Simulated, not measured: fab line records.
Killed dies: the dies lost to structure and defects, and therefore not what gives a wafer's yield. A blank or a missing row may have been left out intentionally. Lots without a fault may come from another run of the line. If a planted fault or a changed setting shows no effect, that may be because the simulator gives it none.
Struck lot and sound lot, side by side ; flow sky130 ; 42 out of 708 route steps
Sound: wafers L499.1, L499.3, L499.5. Struck: wafer L507.1. (L507.2, L507.4 of the same lot were not struck and are left out.) The cause comes at the end.
Per side, at each step with rows, come the tool, then ch with its chambers, and then its first start. Under that, the readings that differ: sound wafers ; struck wafers ; difference of the means ; sigmas: that difference in standard deviations of wafers without a fault.
alike: words and numbers the same on both sides, and readings whose means are apart by under 2 such deviations; not compared: readings that were withheld, readings missing a value for some wafer, numbers with overlapping values and no deviation given by the record, and bounds like >300 which may hide the same value.
Wherever a step has rows on one side only, a row that says differs or no value, or a row with sigmas, the two part there. Numbers that don't overlap but have no deviation are shown without sigmas and don't part them. Lack of a reading on every wafer of one side parts them only where that side has two or more wafers.

SKY_PWDE_STRIP_09: strips in O2/N2.
  sound on plasma_asher-02 ch 0,1, day 3 21:50; struck on plasma_asher-02 ch 0, day 5 18:56
  alike: drypump_motor_current_A, oes_product_au, strip_time_to_endpoint_s
  not compared: rf_hours_counter_h
SKY_PWDE_TW_MEAS_10:
  struck on film_metro-04, day 5 19:02; sound on film_metro-04, day 3 21:56
  alike: PWDE_TW
then, 7 steps without rows for these wafers: SKY_NWELL_DEHYDRATE_03 (time 60 s); SKY_NWELL_HMDS_04 (prime time 60 s); SKY_NWELL_COAT_05 (resist thk 3000 nm); SKY_NWELL_SOFTBAKE_06; SKY_NWELL_EXPOSE_07 (exposes mask NWM, target cd 840 nm); SKY_NWELL_PEB_08; SKY_NWELL_DEVELOP_09 (develop time 60 s).
SKY_NWELL_OVL_MEAS_10:
  struck on overlay-01, day 6 14:25; sound on overlay-01, day 4 14:22
  alike: NWELL_00_OVL
then, 2 steps without rows for these wafers: SKY_NWELL_IMPLANT_11; SKY_NWELL_IMPLANT_12.
SKY_NWELL_IMPLANT_13:
  sound on implanter-03 ch 0, day 4 14:41; struck on implanter-04 ch 0, day 6 14:44
SKY_NWELL_STRIP_14: strips in O2/N2.
  sound on plasma_asher-03 ch 0,1, day 4 14:50; struck on plasma_asher-02 ch 1, day 6 14:53
  alike: drypump_motor_current_A, oes_product_au, strip_time_to_endpoint_s
  not compared: rf_hours_counter_h
SKY_NWELL_TW_MEAS_15:
  struck on film_metro-03, day 6 14:59; sound on film_metro-03, day 4 14:56
  alike: NWELL_TW
then, 7 steps without rows for these wafers: SKY_NWELL_DEHYDRATE_16 (time 60 s); SKY_NWELL_HMDS_17 (prime time 60 s); SKY_NWELL_COAT_18 (resist thk 3000 nm); SKY_NWELL_SOFTBAKE_19; SKY_NWELL_EXPOSE_20 (exposes mask NWM COMPLEMENT, target cd 840 nm); SKY_NWELL_PEB_21; SKY_NWELL_DEVELOP_22 (develop time 60 s).
SKY_NWELL_OVL_MEAS_23:
  struck on overlay-02, day 7 10:54; sound on overlay-01, day 5 08:14
  alike: NWELL_01_OVL
after that, 1 step had no rows for these wafers: SKY_NWELL_IMPLANT_24.
SKY_NWELL_STRIP_25: strips in O2/N2.
  sound on plasma_asher-01 ch 0,1, day 5 08:26; struck on plasma_asher-02 ch 1, day 7 11:05
reading;sound;struck;difference;sigmas
drypump_motor_current_A (A);5.5 5.5 5.4;6.4;+0.9;+2
strip_time_to_endpoint_s (s);36.98 36.96 37.01;36.71;-0.27;-3
  alike: oes_product_au
  not compared: rf_hours_counter_h
SKY_NWELL_TW_MEAS_26:
  struck on film_metro-04, day 7 11:11; sound on film_metro-01, day 5 08:32
  alike: NWELL_2_TW
then, 1 step without rows for these wafers: SKY_NWELL_CLEAN_27 (cleans in SC1/SC2, time 150 s).
SKY_NWELL_RTA_28: time 30 s.
  sound on rtp_anneal-01 ch 0, day 5 08:38; struck on rtp_anneal-02 ch 0, day 7 11:17
  alike: lamp_power_pct, ramp_down_c_per_s, ramp_up_c_per_s, wafer_temp_C_max
SKY_NWELL_RS_MEAS_29: uses a four-point probe to measure.
  struck on film_metro-03, day 7 11:23; sound on film_metro-04, day 5 08:44
  alike: NWELL_RS
SKY_NWELL_RS_MEAS_31: uses a four-point probe to measure.
  struck on film_metro-03, day 7 11:38; sound on film_metro-04, day 5 08:59
  alike: PWDE_RS
then, 7 steps without rows for these wafers: SKY_VT_ADJUST_HVTP_DEHYDRATE_00 (time 60 s); SKY_VT_ADJUST_HVTP_HMDS_01 (prime time 60 s); SKY_VT_ADJUST_HVTP_COAT_02 (resist thk 1140 nm); SKY_VT_ADJUST_HVTP_SOFTBAKE_03 (time 60 s); SKY_VT_ADJUST_HVTP_EXPOSE_04 (exposes mask HVTPM, target cd 380 nm); SKY_VT_ADJUST_HVTP_PEB_05; SKY_VT_ADJUST_HVTP_DEVELOP_06 (develop time 60 s).
SKY_VT_ADJUST_HVTP_CD_MEAS_07 targets a cd of 380 nm.
  struck on cd_sem-01, day 8 08:36; sound on cd_sem-01, day 6 03:46
  alike: cd_nm
SKY_VT_ADJUST_HVTP_OVL_MEAS_08:
  struck on overlay-01, day 8 08:43; sound on overlay-01, day 6 03:53
reading;sound;struck;difference;sigmas
VT_ADJUST_HVTP_OVL (nm);1.9 -0.2 1.3;-2.5;-3.5;-3
after that, 1 step had no rows for these wafers: SKY_VT_ADJUST_HVTP_IMPLANT_09.
SKY_VT_ADJUST_HVTP_STRIP_10: strips in O2/N2.
  sound on plasma_asher-04 ch 0,1, day 6 04:04; struck on plasma_asher-01 ch 0, day 8 08:54
  alike: drypump_motor_current_A, oes_product_au, strip_time_to_endpoint_s
  not compared: rf_hours_counter_h
-- record jumps: 40 days separate the struck wafers' starts on either side; left off in module VT_ADJUST_HVTP, taken up again in module PAD_OPEN, whose first shown step is the route's number 708 --
SKY_PAD_OPEN_PROBE_99:
  struck on prober-01, day 48 06:04; sound on prober-02, day 46 04:25
reading;sound;struck;difference;sigmas
model.etest.pfet_01v8_lvt.vt_v_range;0.01365 0.009576 0.01831;0.01942;+0.00557;
  alike: killed_at_M0_to_M3, killed_at_M4_up, killed_at_contacts, killed_at_front_end, killed_at_other, killed_dies, killed_open, killed_short

## WHERE THEY PART
Earliest at SKY_NWELL_STRIP_25; latest, in this record, at SKY_VT_ADJUST_HVTP_OVL_MEAS_08. Later steps at which nothing parts them and some readings are alike: SKY_VT_ADJUST_HVTP_STRIP_10, SKY_PAD_OPEN_PROBE_99.

WHY: what the simulator had put in
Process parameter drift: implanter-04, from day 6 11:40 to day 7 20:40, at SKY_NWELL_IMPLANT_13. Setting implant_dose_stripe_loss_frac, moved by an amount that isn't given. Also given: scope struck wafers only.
